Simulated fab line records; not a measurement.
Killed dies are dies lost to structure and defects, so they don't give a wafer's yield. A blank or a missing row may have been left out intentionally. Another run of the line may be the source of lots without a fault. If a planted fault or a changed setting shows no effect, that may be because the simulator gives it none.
fab line records -- flow sky130
[record] lots = 6, wafers = 18, lastDay = 50
route steps=708 shown CONTACT@412 PAD_OPEN@708
lots that met no fault: from a run of the same line without faults
startH: hours from the record's first day to the start of the lot's first wafer shown -- waitH: hours elapsed since this lot's preceding step -- " the same as in the row above -- L1.1+2: a single row standing in for several wafers -- - no value, or no start was given -- * or withheld: withheld -- < > ~ a bound
route shown NAME@n: a module of which the file shows steps, and the number in the route of the first -- usual: the fault-free wafers' mean and standard deviation -- same: alike in all rows -- chamber/n: place in a boat -- sites: readings site by site -- _std_site: their standard deviation -- _edge_site: the outer-site mean with the inner-site mean subtracted -- radiusMm: for every site, how far away it sits from the centre of the wafer -- mask NAME#n: copy n -- behind: tool/chamber where the wafer was last shaped -- hold: cause of the lot's hold/its duration in hours/its outcome -- device: the n, p or np transistor that did not switch -- end of line: the tests these same wafers got at the end of their route -- for a step that has no rows: nothing shown but its recipe -- killed: not the wafer's yield, but the dies lost to structure and defects at the first sort -- map: the dies of a wafer, with x for killed, . for not killed, _ for no die there
set.NAME: the setting that was run; set.NAME@STEP: the one run at that earlier step -- model.NAME: the simulator's own value behind a step, which no gauge read
lots at selected steps of the route; one table per step, one row per wafer
services: a tool's chamber out of use, with start hour (startH, from the record's first day; less than 0 if before it), hours out, and reason
[[steps]]
[step SKY_CONTACT_DEHYDRATE_06]
[recipe] tempC = 200, timeS = 60
[step SKY_CONTACT_HMDS_07]
[recipe] primeTimeS = 60, primeTempC = 120
[step SKY_CONTACT_COAT_08]
[recipe] resist = BARC, tempC = withheld, timeS = withheld, spinRpm = 3000, resistThkNm = 60
[step SKY_CONTACT_COAT_09]
[recipe] resist = KrF-thick, spinRpm = 3000, resistThkNm = 450
[step SKY_CONTACT_SOFTBAKE_10]
[recipe] tempC = 100, timeS = 90, resist = KrF-thick
[step SKY_CONTACT_EXPOSE_11]
[recipe] maskId = CTM1, na = 0.8, sourceShape = annular, sigmaInner = 0.55, sigmaOuter = 0.85, targetCdNm = 170, doseMj = 38
[step SKY_CONTACT_PEB_12]
[recipe] pebTempC = withheld, pebTimeS = withheld, resist = KrF-thick
[step SKY_CONTACT_DEVELOP_13]
[recipe] developTimeS = 60, resist = KrF-thick, devTempC = 21
[step SKY_CONTACT_CD_MEAS_14]
[recipe] targetCdNm = 170
[usual] cdNm = 169.9/1.5
lot.wafer,tool,chamber,startH,waitH,cdNm
L791.3,cdSem-01,-,808.04,-,170.6
L791.4,cdSem-01,-,808.04,-,169.6
L791.5,cdSem-01,-,808.04,-,168.7
L792.4,cdSem-01,-,813.43,-,170.5
L792.5,cdSem-01,-,813.43,-,169.2
L792.6,cdSem-01,-,813.43,-,169.4
L793.1,cdSem-01,-,817.62,-,170.3
L793.4,cdSem-01,-,817.62,-,169.0
L793.5,cdSem-01,-,817.62,-,172.1
L800.1,cdSem-02,-,882.75,-,170.4
L800.4,cdSem-02,-,882.75,-,171.8
L800.5,cdSem-02,-,882.75,-,171.2
L801.1,cdSem-02,-,887.77,-,168.9
L801.3,cdSem-02,-,887.77,-,170.3
L801.4,cdSem-02,-,887.77,-,170.2
L803.1,cdSem-02,-,897.27,-,169.2
L803.3,cdSem-02,-,897.27,-,170.4
L803.6,cdSem-02,-,897.27,-,171.1
[step SKY_CONTACT_OVL_MEAS_15]
[usual] CONTACT_OVL = 5/5.1
lot.wafer,tool,chamber,startH,waitH,CONTACT_OVL[nm]
L791.3,overlay-01,-,808.13,0.1,6
L791.4,overlay-01,-,808.13,0.1,7
L791.5,overlay-01,-,808.13,0.1,1
L792.4,overlay-02,-,813.51,0.1,1
L792.5,overlay-02,-,813.51,0.1,-1
L792.6,overlay-02,-,813.51,0.1,5
L793.1,overlay-01,-,817.74,0.1,5
L793.4,overlay-01,-,817.74,0.1,10
L793.5,overlay-01,-,817.74,0.1,3
L800.1,overlay-02,-,882.87,0.1,5
L800.4,overlay-02,-,882.87,0.1,4
L800.5,overlay-02,-,882.87,0.1,-1
L801.1,overlay-02,-,887.89,0.1,-1
L801.3,overlay-02,-,887.89,0.1,-2
L801.4,overlay-02,-,887.89,0.1,-4
L803.1,overlay-02,-,897.39,0.1,3
L803.3,overlay-02,-,897.39,0.1,1
L803.6,overlay-02,-,897.39,0.1,2
[step SKY_CONTACT_ETCH_16]
[recipe] chemistry = N2/H2, target = BARC, ionEnergyEv = 200, sourceW = 500, biasW = 100, pressureMtorr = 30, n2FlowSccm = 100, h2FlowSccm = 200, stopOn = SiO2, timeS = 45.9, targetDepthA = 600
[usual] biasW = 100.0/0.3, chamberPressureMTorr = 30.003/0.027, drypumpMotorCurrentA = 5.8/0.4, oesProductAu = 0.854/0.0046, throttleValvePct = 13.224/0.0081
lot.wafer,tool,chamber,startH,waitH,biasW,chamberPressureMTorr,drypumpMotorCurrentA,oesProductAu,rfHoursCounterH,throttleValvePct
L791.3,rieDiel-03,3,808.15,0.0,99.7,29.988,5.5,0.856,22,13.229
L791.4,rieDiel-03,2,808.15,0.0,100.2,29.990,5.7,0.860,1,13.226
L791.5,rieDiel-03,0,808.15,0.0,100.0,30.011,6.0,0.859,-,13.231
L792.4,rieDiel-03,2,813.53,0.0,100.3,30.012,5.7,0.857,1,13.215
L792.5,rieDiel-03,1,813.53,0.0,100.0,30.029,5.9,0.850,-,13.223
L792.6,rieDiel-03,0,813.53,0.0,100.2,29.968,6.0,0.855,-,13.228
L793.1,rieDiel-02,3,817.78,0.0,99.6,30.023,5.5,0.853,6,13.206
L793.4,rieDiel-02,2,817.78,0.0,99.7,30.028,5.6,0.849,6,13.201
L793.5,rieDiel-02,2,817.78,0.0,99.5,29.975,5.7,0.864,-,13.214
L800.1,rieDiel-03,3,882.90,0.0,100.0,29.989,5.5,0.863,25,13.225
L800.4,rieDiel-03,2,882.90,0.0,99.7,30.023,5.7,0.860,3,13.225
L800.5,rieDiel-03,0,882.90,0.0,100.1,30.019,6.1,0.851,-,13.221
L801.1,rieDiel-01,1,887.93,0.0,100.1,29.981,5.7,0.854,1,13.220
L801.3,rieDiel-01,0,887.93,0.0,99.8,30.032,5.7,0.863,7,13.221
L801.4,rieDiel-01,3,887.93,0.0,99.6,29.992,6.7,0.855,10,13.222
L803.1,rieDiel-01,2,897.43,0.0,100.2,29.965,5.4,0.842,14,13.221
L803.3,rieDiel-01,0,897.43,0.0,100.5,30.017,5.8,0.857,8,13.211
L803.6,rieDiel-01,0,897.43,0.0,100.3,29.975,5.8,0.851,-,13.221
[step SKY_CONTACT_ETCH_17]
[recipe] target = SiO2, chemistry = C4F8/O2/Ar, stopOn = Si3N4, maskMaterial = KrF-thick, sourceW = 1500, biasW = 1200, pressureMtorr = 40, c4f8FlowSccm = withheld, O2_flow_sccm = 6, Ar_flow_sccm = 300, timeS = withheld, targetDepthA = 3400
[usual] biasW = 1200/3.4, chamberPressureMTorr = 40.01/0.038, oesProductAu = 0.892/0.0049
lot.wafer,tool,chamber,startH,waitH,biasW,chamberPressureMTorr,oesProductAu
L791.3,rieDiel-03,3,808.20,0.0,1199,39.97,0.887
L791.4,rieDiel-03,2,808.20,0.0,1195,40.00,0.893
L791.5,rieDiel-03,0,808.20,0.0,1199,39.97,0.890
L792.4,rieDiel-03,2,813.57,0.0,1198,40.00,0.891
L792.5,rieDiel-03,1,813.57,0.0,1201,40.01,0.890
L792.6,rieDiel-03,0,813.57,0.0,1199,39.99,0.894
L793.1,rieDiel-02,3,817.82,0.0,1202,39.99,0.899
L793.4,rieDiel-02,2,817.82,0.0,1204,40.04,0.898
L793.5,rieDiel-02,2,817.82,0.0,1204,40.01,0.889
L800.1,rieDiel-03,3,882.95,0.0,1204,40.07,0.898
L800.4,rieDiel-03,2,882.95,0.0,1203,40.02,0.895
L800.5,rieDiel-03,0,882.95,0.0,1197,40.06,0.887
L801.1,rieDiel-01,1,887.97,0.0,1199,40.07,0.889
L801.3,rieDiel-01,0,887.97,0.0,1199,40.08,0.902
L801.4,rieDiel-01,3,887.97,0.0,1197,40.01,0.895
L803.1,rieDiel-01,2,897.47,0.0,1207,39.96,0.894
L803.3,rieDiel-01,0,897.47,0.0,1195,40.05,0.884
L803.6,rieDiel-01,0,897.47,0.0,1195,40.03,0.898
[step SKY_CONTACT_ETCH_18]
[recipe] target = Si3N4, chemistry = CHF3/O2, stopOn = TiN, sourceW = 600, biasW = 200, pressureMtorr = 40, chf3FlowSccm = 50, O2_flow_sccm = 5, timeS = 39, targetDepthA = 750
[usual] O2_flow_sccm = 5.002/0.014, biasW = 199.9/0.63, chamberPressureMTorr = 40.00/0.034, drypumpMotorCurrentA = 5.8/0.4, oesProductAu = 0.853/0.0088, throttleValvePct = 8.792/0.009
lot.wafer,tool,chamber,startH,waitH,O2_flow_sccm,biasW,chamberPressureMTorr,drypumpMotorCurrentA,oesProductAu,rfHoursCounterH,throttleValvePct
L791.3,rieDiel-03,3,808,-,5.015,161.7,40.03,5.5,0.852,22,8.789
L791.4,rieDiel-03,2,808,-,5.011,162.2,40.09,5.7,0.852,1,8.797
L791.5,rieDiel-03,0,808,-,5.008,162.0,39.99,6.0,0.857,-,8.787
L792.4,rieDiel-03,2,813,-,5.000,162.1,40.00,5.6,0.858,1,8.780
L792.5,rieDiel-03,1,813,-,5.019,161.3,39.99,5.9,0.856,-,8.799
L792.6,rieDiel-03,0,813,-,5.006,162.4,39.99,6.0,0.844,-,8.795
L793.1,rieDiel-02,3,817,-,4.963,199.3,40.06,5.5,0.853,6,8.806
L793.4,rieDiel-02,2,817,-,4.997,201.2,39.97,5.7,0.854,6,8.790
L793.5,rieDiel-02,2,817,-,4.993,200.2,39.97,5.6,0.848,-,8.797
L800.1,rieDiel-03,3,882,-,5.016,200.0,40.04,5.5,0.854,25,8.777
L800.4,rieDiel-03,2,882,-,5.005,199.1,40.01,5.7,0.876,3,8.805
L800.5,rieDiel-03,0,883,-,5.002,200.6,40.01,6.0,0.869,-,8.790
L801.1,rieDiel-01,1,888,-,5.013,199.8,39.98,5.7,0.855,1,8.800
L801.3,rieDiel-01,0,888,-,5.026,199.3,39.96,5.8,0.860,7,8.797
L801.4,rieDiel-01,3,888,-,4.999,200.6,40.01,6.7,0.855,10,8.779
L803.1,rieDiel-01,2,897,-,5.010,199.4,39.94,5.4,0.845,14,8.799
L803.3,rieDiel-01,0,897,-,5.008,199.9,40.04,5.7,0.841,8,8.788
L803.6,rieDiel-01,0,897,-,5.010,199.4,40.01,5.7,0.844,-,8.791
[step SKY_CONTACT_STRIP_19]
[recipe] chemistry = O2/N2, powerW = 1400, pressureMtorr = 1500, platenTempC = withheld, o2FlowSccm = 3000, n2FlowSccm = 300, overashFraction = 0.5
[usual] chamberPressureMTorr = 1499.9/1.4, drypumpMotorCurrentA = 5.6/0.44, oesProductAu = 0.380/0.0054, stripTimeToEndpointS = 3.60/0.046
lot.wafer,tool,chamber,startH,waitH,chamberPressureMTorr,drypumpMotorCurrentA,oesProductAu,rfHoursCounterH,stripTimeToEndpointS
L791.3,plasmaAsher-02,0,808.32,-,1500.4,5.8,0.381,-,3.66
L791.4,plasmaAsher-02,1,808.32,-,1499.0,4.8,0.380,-,3.64
L791.5,plasmaAsher-02,0,808.32,-,1500.9,5.8,0.388,-,3.61
L792.4,plasmaAsher-03,0,813.70,-,1502.1,6.0,0.386,-,3.62
L792.5,plasmaAsher-03,0,813.70,-,1499.2,6.0,0.380,-,3.66
L792.6,plasmaAsher-03,1,813.70,-,1498.9,5.4,0.385,-,3.62
L793.1,plasmaAsher-02,0,817.91,-,1500.0,5.8,0.381,99,3.60
L793.4,plasmaAsher-02,0,817.91,-,1500.3,5.8,0.389,-,3.62
L793.5,plasmaAsher-02,1,817.91,-,1500.8,4.8,0.387,-,3.59
L800.1,plasmaAsher-03,1,883.04,-,1501.5,5.4,0.377,14,3.59
L800.4,plasmaAsher-03,1,883.04,-,1500.8,5.4,0.383,-,3.61
L800.5,plasmaAsher-03,0,883.04,-,1498.8,6.0,0.373,-,3.52
L801.1,plasmaAsher-02,1,888.06,-,1498.2,4.8,0.378,106,3.51
L801.3,plasmaAsher-02,1,888.06,-,1500.4,4.8,0.380,-,3.62
L801.4,plasmaAsher-02,0,888.06,-,1497.2,5.8,0.380,-,3.56
L803.1,plasmaAsher-03,0,897.56,-,1500.1,6.0,0.387,15,3.67
L803.3,plasmaAsher-03,1,897.56,-,1499.6,5.4,0.383,-,3.64
L803.6,plasmaAsher-03,1,897.56,-,1498.7,5.4,0.384,-,3.62
[step SKY_PAD_OPEN_PROBE_99]
[usual] killed_at_M0_to_M3 = 44/7.3, killed_at_M4_up = 3.1/1.6, killedAtContacts = 24/5.4, killedAtFrontEnd = 15/4, killedAtOther = 0.2/0.49, killedDies = 86/10, killedOpen = 48/7.3, killedShort = 38/6.3
[same] grossDies = 492, killedAtBackSide = 0
lot.wafer,tool,chamber,startH,waitH,killed_at_M0_to_M3,killed_at_M4_up,killedAtContacts,killedAtFrontEnd,killedAtOther,killedDies,killedOpen,killedShort
L792.4,prober-02,-,1134.78,0.2,39,3,23,11,0,76,48,28
L792.5,prober-02,-,1134.83,0.2,55,4,20,12,0,91,48,43
L792.6,prober-02,-,1134.88,0.2,33,3,23,14,0,73,37,36
L793.1,prober-01,-,1136.60,0.1,45,1,32,15,0,93,55,38
L793.4,prober-01,-,1136.75,0.2,59,0,30,16,0,105,57,48
L793.5,prober-01,-,1136.80,0.2,42,0,23,21,1,87,47,40
L801.1,prober-01,-,1185.80,0.1,54,9,23,21,0,107,57,50
L801.3,prober-01,-,1185.90,0.2,43,4,14,15,1,77,33,44
L801.4,prober-01,-,1185.95,0.2,25,2,33,16,1,77,44,33
L803.1,prober-02,-,1192.05,0.1,53,1,24,11,0,89,51,38
L803.3,prober-02,-,1192.15,0.2,45,2,29,22,1,99,56,43
L803.6,prober-02,-,1192.30,0.2,35,3,28,12,1,79,46,33
// killed by level:class
L792.4 VIA1:geometricParticle:open=9 VIA3:geometricParticle:open=8 CONTACT:geometricParticle:open=7 VIA2:geometricParticle:open=7 LI_CONTACT:geometricParticle:open=6 FIELD_ISO:geometricParticle:open=5 LOCAL_INTERCONNECT:geometricParticle:short=5 VIA1:geometricParticle:short=5
L792.5 VIA1:geometricParticle:open=14 CONTACT:geometricParticle:open=11 VIA2:geometricParticle:open=8 METAL1:geometricParticle:short=6 VIA1:geometricParticle:short=6 METAL3:geometricParticle:short=6 VIA2:geometricParticle:short=5 POLY_GATE:geometricParticle:open=4
L792.6 CONTACT:geometricParticle:open=8 VIA1:geometricParticle:open=8 LI_CONTACT:geometricParticle:open=6 POLY_GATE:geometricParticle:open=5 METAL2:geometricParticle:short=5 METAL1:geometricParticle:short=4 CONTACT:geometricParticle:short=4 VIA3:geometricParticle:short=4
L793.1 CONTACT:geometricParticle:open=16 METAL1:geometricParticle:short=10 VIA2:geometricParticle:open=9 LI_CONTACT:geometricParticle:open=8 VIA1:geometricParticle:open=8 POLY_GATE:geometricParticle:open=6 POLY_GATE:geometricParticle:short=4 CONTACT:geometricParticle:short=4
L793.4 CONTACT:geometricParticle:open=14 VIA1:geometricParticle:open=10 LI_CONTACT:geometricParticle:open=7 METAL1:geometricParticle:short=7 VIA3:geometricParticle:open=7 METAL2:geometricParticle:short=6 METAL3:geometricParticle:short=6 VIA3:geometricParticle:short=6
L793.5 VIA1:geometricParticle:open=9 CONTACT:geometricParticle:open=7 VIA2:geometricParticle:open=7 FIELD_ISO:geometricParticle:open=5 POLY_GATE:geometricParticle:short=5 LOCAL_INTERCONNECT:geometricParticle:short=5 VIA2:geometricParticle:short=5 VIA3:geometricParticle:open=5
L801.1 VIA1:geometricParticle:open=15 VIA2:geometricParticle:open=8 LI_CONTACT:geometricParticle:open=7 METAL4:geometricParticle:short=7 FIELD_ISO:geometricParticle:short=6 CONTACT:geometricParticle:open=6 METAL3:geometricParticle:short=5 VIA3:geometricParticle:open=5
L801.3 VIA1:geometricParticle:open=9 VIA1:geometricParticle:short=7 METAL1:geometricParticle:short=7 VIA3:geometricParticle:short=6 METAL3:geometricParticle:short=6 FIELD_ISO:geometricParticle:open=5 CONTACT:geometricParticle:open=5 POLY_GATE:geometricParticle:short=4
L801.4 LI_CONTACT:geometricParticle:open=12 VIA1:geometricParticle:open=9 LOCAL_INTERCONNECT:geometricParticle:short=6 FIELD_ISO:geometricParticle:short=5 CONTACT:geometricParticle:open=5 CONTACT:geometricParticle:short=4 METAL2:geometricParticle:short=4 VIA2:geometricParticle:open=4
L803.1 VIA1:geometricParticle:open=18 CONTACT:geometricParticle:open=10 VIA2:geometricParticle:open=8 METAL1:geometricParticle:short=6 CONTACT:geometricParticle:short=5 VIA2:geometricParticle:short=4 VIA3:geometricParticle:open=4 VIA3:geometricParticle:short=4
L803.3 CONTACT:geometricParticle:open=13 VIA1:geometricParticle:open=12 FIELD_ISO:geometricParticle:open=7 POLY_GATE:geometricParticle:short=6 VIA1:geometricParticle:short=6 CONTACT:geometricParticle:short=5 VIA2:geometricParticle:open=5 VIA3:geometricParticle:open=5
L803.6 CONTACT:geometricParticle:open=12 VIA3:geometricParticle:open=10 VIA1:geometricParticle:open=8 CONTACT:geometricParticle:short=7 FIELD_ISO:geometricParticle:open=5 VIA1:geometricParticle:short=4 LOCAL_INTERCONNECT:geometricParticle:short=3 METAL1:geometricParticle:short=3
[[services]]
tool,chamber,startH,hours,kind
plasmaAsher-02,-,784.55,1.7,repair
rieDiel-02,1,795.33,4.6,repair
rieDiel-01,3,795.64,9.5,repair
rieDiel-01,1,796.48,9.3,repair
plasmaAsher-03,-,804.25,0.6,repair
rieDiel-01,1,812.91,7.2,repair
rieDiel-03,0,817.89,7.6,repair
rieDiel-01,1,820.12,-,clean
rieDiel-01,1,820.12,21.0,scheduledDown
rieDiel-01,1,820.12,21.0,ventCycle
rieDiel-03,3,858.65,2.2,repair
rieDiel-03,1,862.65,-,clean
rieDiel-03,1,862.65,16.7,scheduledDown
rieDiel-03,1,862.65,16.7,ventCycle
rieDiel-02,3,878.51,9.8,repair
rieDiel-02,0,894.33,1.9,repair
rieDiel-02,0,896.53,8.9,repair
[[key]]
[firstSign] step = SKY_CONTACT_ETCH_18, reading = biasW, direction = down, sigmas = 60, usual = 199.9, struck = 161.9
effect none on later readings
metAt SKY_CONTACT_ETCH_18
struckWafers L791.3,L791.4,L791.5,L792.4,L792.5,L792.6
testerLeftOut L791,L792
[fault] kind = processParameterDrift, tool = rieDiel-03, chamber = -, onsetH = 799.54, steps = SKY_CONTACT_ETCH_18, channel = biasW, offset = -38.27, shape = step, endH = 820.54, actsIn = theseRecipesOnly, stated = 200
// testerLeftOut: of these lots the tester's yield and bins aren't shown, on N5 and GAA mostly nor the transistor test; their killed dies are dies lost to structure and defects alone, not to doping, threshold or leakage, so they don't give the yield
